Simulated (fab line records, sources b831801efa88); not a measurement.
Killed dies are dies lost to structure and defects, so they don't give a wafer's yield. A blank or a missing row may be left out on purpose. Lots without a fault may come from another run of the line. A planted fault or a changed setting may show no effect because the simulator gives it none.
fab line records | flow sky130
record lots=14 wafers=42 last_day=50
route steps=708 shown FIELD_ISO@1 NWELL@79 VT_ADJUST_HVTR@137 LI_CONTACT@383
lots that met no fault: from a run of the same line without faults
start_h: hours from the record's first day to the start of the lot's first wafer shown | wait_h: hours since the lot's step before | " the same as in the row above | L1.1+2: a row that stands for several wafers | - no value, or no start given | * or withheld: withheld | < > ~ a bound
route shown NAME@n: a module of which the file shows steps, and the number in the route of the first | usual: mean/standard deviation of fault-free wafers | same: alike in all rows | chamber/n: place in a boat | sites: the reading at each site | _std_site: their standard deviation | _edge_site: outer sites' mean less inner sites' | radius_mm: how far each site lies from the wafer's centre | mask NAME#n: copy n | behind: the tool/chamber that last shaped the wafer | hold: why the lot was held/for how many hours/how that ended | device: the transistor (n, p or np) that didn't switch | end of line: the same wafers' tests at the end of the route | a step without rows: its recipe alone | killed: dies lost to structure and defects at the first sort, not the wafer's yield | map: a wafer's dies, x killed, . not, _ none there
set.NAME: the setting as run; set.NAME@STEP: as run at that earlier step | model.NAME: the simulator's own value behind a step, which no gauge read
steps of the route over a sample of lots; a table a step, a row a wafer
services: from which hour (start_h, from the record's first day; less than 0 if before it) a tool's chamber was out of use, for how many hours, and why
## steps
# step SKY_FIELD_ISO_BOW_MEAS_00
# recipe mode=bow
# usual INCOMING_BOW=1/6.9
# columns lot.wafer tool chamber start_h wait_h INCOMING_BOW[um]
L631.3 film_metro-01 - 15.04 - 5
L631.4 " - " " 2
L631.6 " - " " -9
L632.3 film_metro-03 - 20.04 - 5
L632.4 " - " " -9
L632.6 " - " " -6
L634.4 film_metro-04 - 30.06 - 3
L634.5 " - " " 6
L634.6 " - " " -6
L635.2 film_metro-04 - 35.02 - -5
L635.4 " - " " 0
L635.6 " - " " 12
L636.3 film_metro-04 - 40.04 - 0
L636.4 " - " " -5
L636.5 " - " " 6
L637.1 film_metro-04 - 45.00 - 9
L637.4 " - " " 14
L637.5 " - " " -8
L638.1 film_metro-03 - 50.00 - -7
L638.2 " - " " -11
L638.3 " - " " 0
L643.1 film_metro-03 - 75.00 - 0
L643.2 " - " " -6
L643.4 " - " " -5
L646.3 film_metro-04 - 90.04 - 2
L646.4 " - " " 2
L646.6 " - " " -2
L647.3 film_metro-03 - 95.04 - 7
L647.4 " - " " -2
L647.6 " - " " -9
L650.1 film_metro-04 - 110.00 - 7
L650.4 " - " " 6
L650.6 " - " " 8
L651.1 film_metro-04 - 115.00 - -6
L651.3 " - " " -11
L651.6 " - " " -5
L652.2 film_metro-03 - 120.02 - -3
L652.5 " - " " -8
L652.6 " - " " 10
L653.2 film_metro-01 - 125.02 - 19
L653.3 " - " " 11
L653.5 " - " " 1
# step SKY_NWELL_TW_MEAS_26
# usual NWELL_2_TW=495.4/2.9
# columns lot.wafer tool chamber start_h wait_h NWELL_2_TW
L632.3 film_metro-02 - 114.35 0.1 491.9
L632.4 " - " " 493.1
L632.6 " - " " 491.5
L631.3 film_metro-02 - 114.70 0.1 492.7
L631.4 " - " " 491.8
L631.6 " - " " 493.0
L634.4 film_metro-01 - 127.55 0.1 494.0
L634.5 " - " " 495.7
L634.6 " - " " 497.2
L635.2 film_metro-01 - 135.05 0.1 496.6
L635.4 " - " " 495.6
L635.6 " - " " 499.0
L636.3 film_metro-02 - 143.86 0.1 489.8
L636.4 " - " " 492.9
L636.5 " - " " 491.3
L637.1 film_metro-01 - 151.02 0.1 501.0
L637.4 " - " " 501.3
L637.5 " - " " 500.7
L638.1 film_metro-02 - 155.18 0.1 494.4
L638.2 " - " " 495.4
L638.3 " - " " 495.3
L643.1 film_metro-01 - 182.84 0.1 497.8
L643.2 " - " " 494.5
L643.4 " - " " 497.2
L646.3 film_metro-01 - 202.64 0.1 495.9
L646.4 " - " " 497.1
L646.6 " - " " 495.9
L647.3 film_metro-03 - 206.69 0.1 492.2
L647.4 " - " " 493.4
L647.6 " - " " 494.2
L650.1 film_metro-02 - 226.12 0.1 489.7
L650.4 " - " " 494.2
L650.6 " - " " 494.9
L651.1 film_metro-01 - 235.52 0.1 499.0
L651.3 " - " " 497.5
L651.6 " - " " 494.1
L652.2 film_metro-03 - 238.94 0.1 498.0
L652.5 " - " " 498.0
L652.6 " - " " 498.7
L653.2 film_metro-01 - 242.60 0.1 501.4
L653.3 " - " " 505.4
L653.5 " - " " 503.4
# step SKY_VT_ADJUST_HVTR_DEVELOP_06
# recipe develop_time_s=60 dev_temp_c=23
# usual chill_plate_temp_C=23.02/0.11 develop_time_s=60/0
# columns lot.wafer tool chamber start_h wait_h chill_plate_temp_C develop_time_s
L632.3 litho_track-03 0 218.28 0.1 23.00 60
L632.4 " 0 " " 23.07 60
L632.6 " 0 " " 23.17 60
L631.3 litho_track-04 0 218.65 0.1 23.07 60
L631.4 " 0 " " 22.94 60
L631.6 " 0 " " 23.00 60
L634.4 litho_track-03 0 233.66 0.1 22.93 60
L634.5 " 0 " " 22.85 60
L634.6 " 0 " " 22.87 60
L635.2 litho_track-02 0 243.82 0.1 23.05 60
L635.4 " 0 " " 23.01 60
L635.6 " 0 " " 23.02 60
L636.3 litho_track-02 - 254.44 0.1 - -
L636.4 " - " " - -
L636.5 " - " " - -
L637.1 litho_track-03 - 263.73 0.1 - -
L637.4 " - " " - -
L637.5 " - " " - -
L638.1 litho_track-03 0 266.93 0.1 23.16 60
L638.2 " 0 " " 23.07 60
L638.3 " 0 " " 23.06 60
L643.1 litho_track-03 0 300.98 0.1 22.99 60
L643.2 " 0 " " 23.01 60
L643.4 " 0 " " 22.91 60
L646.3 litho_track-03 0 320.68 0.1 22.90 60
L646.4 " 0 " " 22.93 60
L646.6 " 0 " " 22.92 60
L647.3 litho_track-03 0 328.93 0.1 23.10 60
L647.4 " 0 " " 23.22 60
L647.6 " 0 " " 23.20 60
L650.1 litho_track-03 0 352.73 0.1 22.98 60
L650.4 " 0 " " 22.89 60
L650.6 " 0 " " 23.04 60
L651.1 litho_track-02 0 359.39 0.1 23.10 60
L651.3 " 0 " " 23.07 60
L651.6 " 0 " " 22.83 60
L652.2 litho_track-03 0 368.35 0.1 22.80 60
L652.5 " 0 " " 22.90 60
L652.6 " 0 " " 22.81 60
L653.2 litho_track-04 0 370.93 0.1 23.02 60
L653.3 " 0 " " 22.97 60
L653.5 " 0 " " 22.97 60
# step SKY_LI_CONTACT_CVD_21
# recipe material=W target_thk_nm=400 time_s=120.56 temp_c=400 pressure_torr=40
# usual heater_power_w=887/91
# same time_s=120.56
# columns lot.wafer tool chamber start_h wait_h heater_power_w
L631.3 cvd_w-01 1 698.81 0.1 752
L631.4 " 0 " " 917
L631.6 " 1 " " 752
L632.3 cvd_w-01 1 700.40 0.1 751
L632.4 " 0 " " 914
L632.6 " 1 " " 758
L634.4 cvd_w-02 0 711.91 0.0 981
L634.5 " 1 " " 901
L634.6 " 0 " " 1010
L635.2 cvd_w-01 0 725.30 0.0 893
L635.4 " 0 " " 925
L635.6 " 0 " " 912
L636.3 cvd_w-01 0 735.84 0.1 929
L636.4 " 1 " " 745
L636.5 " 1 " " 725
L637.1 cvd_w-02 0 747.17 0.0 1008
L637.4 " 0 " " 1002
L637.5 " 1 " " 879
L638.1 cvd_w-01 0 752.25 0.0 913
L638.2 " 1 " " 763
L638.3 " 1 " " 742
L643.1 cvd_w-01 0 784.56 0.0 943
L643.2 " 1 " " 755
L643.4 " 0 " " 953
L646.3 cvd_w-02 1 805.01 0.1 898
L646.4 " 0 " " 1026
L646.6 " 0 " " 993
L647.3 cvd_w-01 0 813.75 0.1 923
L647.4 " 1 " " 784
L647.6 " 0 " " 939
L650.1 cvd_w-02 1 834.16 0.0 873
L650.4 " 0 " " 1021
L650.6 " 1 " " 895
L651.1 cvd_w-01 1 856.36 0.0 765
L651.3 " 1 " " 758
L651.6 " 0 " " 936
L652.2 cvd_w-02 0 857.06 0.0 1007
L652.5 " 1 " " 880
L652.6 " 0 " " 1006
L653.2 cvd_w-01 0 857.31 0.0 933
L653.3 " 1 " " 768
L653.5 " 1 " " 760
## services
# columns tool chamber start_h hours kind
cvd_w-01 - 221.36 1.2 repair
cvd_w-01 - 277.29 14.6 pm
cvd_w-01 1 327.30 15.4 repair
cvd_w-02 1 354.06 6.1 repair
cvd_w-02 - 390.00 14.0 pm
cvd_w-02 0 390.00 14.0 vent_cycle
cvd_w-02 1 390.00 14.0 vent_cycle
cvd_w-02 0 404.00 - clean
cvd_w-02 1 404.00 - clean
cvd_w-02 - 446.75 0.5 repair
cvd_w-01 0 464.90 2.3 repair
litho_track-03 - 490.07 - consumable_replace:filter
cvd_w-02 - 603.35 6.9 pm
cvd_w-01 0 615.15 2.2 repair
cvd_w-02 - 625.76 2.8 pm
cvd_w-02 0 643.31 7.2 repair
cvd_w-02 - 782.85 0.9 repair
cvd_w-01 1 810.79 - calibration
cvd_w-01 - 821.57 0.5 repair
cvd_w-02 - 839.45 1.7 repair
## key
first_sign step=SKY_VT_ADJUST_HVTR_DEVELOP_06 reading=tool_record direction=missing
effect none on later readings
met_at SKY_VT_ADJUST_HVTR_DEVELOP_06
struck_lots L636,L637
sort_left_out L636.3,L636.4,L636.5,L637.1,L637.4,L637.5
tester_left_out L636,L637
not_acting_at SKY_FIELD_ISO_BOW_MEAS_00,SKY_NWELL_TW_MEAS_26,SKY_LI_CONTACT_CVD_21
onset_between 243.82 254.44
fault kind=skipped_step_whole tool=litho_track-02,litho_track-03 chamber=- onset_h=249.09 steps=SKY_VT_ADJUST_HVTR_DEVELOP_06 scope=struck_lots_only
# tester_left_out: of these lots the tester's yield and bins aren't shown, on N5 and GAA mostly nor the transistor test; their killed dies are dies lost to structure and defects alone, not to doping, threshold or leakage, so they don't give the yield
# sort_left_out: the simulated sort isn't trusted on such a fault, so these wafers' sort isn't shown, and their yield isn't known
